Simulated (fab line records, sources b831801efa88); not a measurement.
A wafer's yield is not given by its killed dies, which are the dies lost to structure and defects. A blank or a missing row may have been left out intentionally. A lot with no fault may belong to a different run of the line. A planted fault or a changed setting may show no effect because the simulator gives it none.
Chamber matching    flow gf180mcu    GF_CONTACT_CVD_00 on hdpcvd-01 has 3 sister chambers
The step deposits SiO2, target thk 300 nm, time 50 s. 16 wafers are shown with their chamber, then 8 later ones without.

== WAFERS, EACH WITH ITS CHAMBER ==
wafer   chamber  sih4-flow-sccm (sccm)
L803.1  0        59.96
L803.2  1        59.90
L803.6  2        60.05
L804.3  0        59.71
L804.4  2        60.00
L804.6  0        59.59
L806.2  0        60.21
L806.3  1        59.86
L806.5  0        60.14
L807.2  0        60.33
L807.4  1        60.32
L807.5  0        59.98
L808.2  1        60.14
L808.4  1        59.86
L808.5  0        59.88
L809.2  1        60.19

SIGNATURES, as means of the wafers listed above
reading         chamber 0  chamber 1  chamber 2  scatter within a chamber
sih4-flow-sccm  59.9750    60.0450    60.0250    0.221
Rule: a wafer's distance from a chamber is the root of the sum, over the readings, of the square of ((its reading less the chamber's mean) divided by the reading's scatter). If the next closest chamber is less than 2 further off than the closest, the wafer can't be placed; otherwise it belongs to the closest. The scatter: the root of (the sum of the squares of (reading less its chamber's mean) over the shown wafers, divided by (wafers less chambers)).

== WAFERS MISSING THEIR CHAMBER ==
wafer   sih4-flow-sccm (sccm)
L809.5  60.14
L809.6  60.05
L825.2  59.92
L825.4  59.90
L825.6  60.26
L826.2  59.81
L826.3  60.12
L826.6  60.12

== CHAMBER TAKEN BY EACH ==
wafer   from the rows above           in truth
L809.5  can't be placed: 1 or 2 or 0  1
L809.6  can't be placed: 1 or 2 or 0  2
L825.2  can't be placed: 0 or 2 or 1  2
L825.4  can't be placed: 0 or 2 or 1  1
L825.6  can't be placed: 1 or 2 or 0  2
L826.2  can't be placed: 0 or 2 or 1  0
L826.3  can't be placed: 1 or 2 or 0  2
L826.6  can't be placed: 1 or 2 or 0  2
Placed correctly: 0 of 8. Not placeable from these rows: 8 (in 8, the candidates include the true chamber). Number placed wrongly: 0.
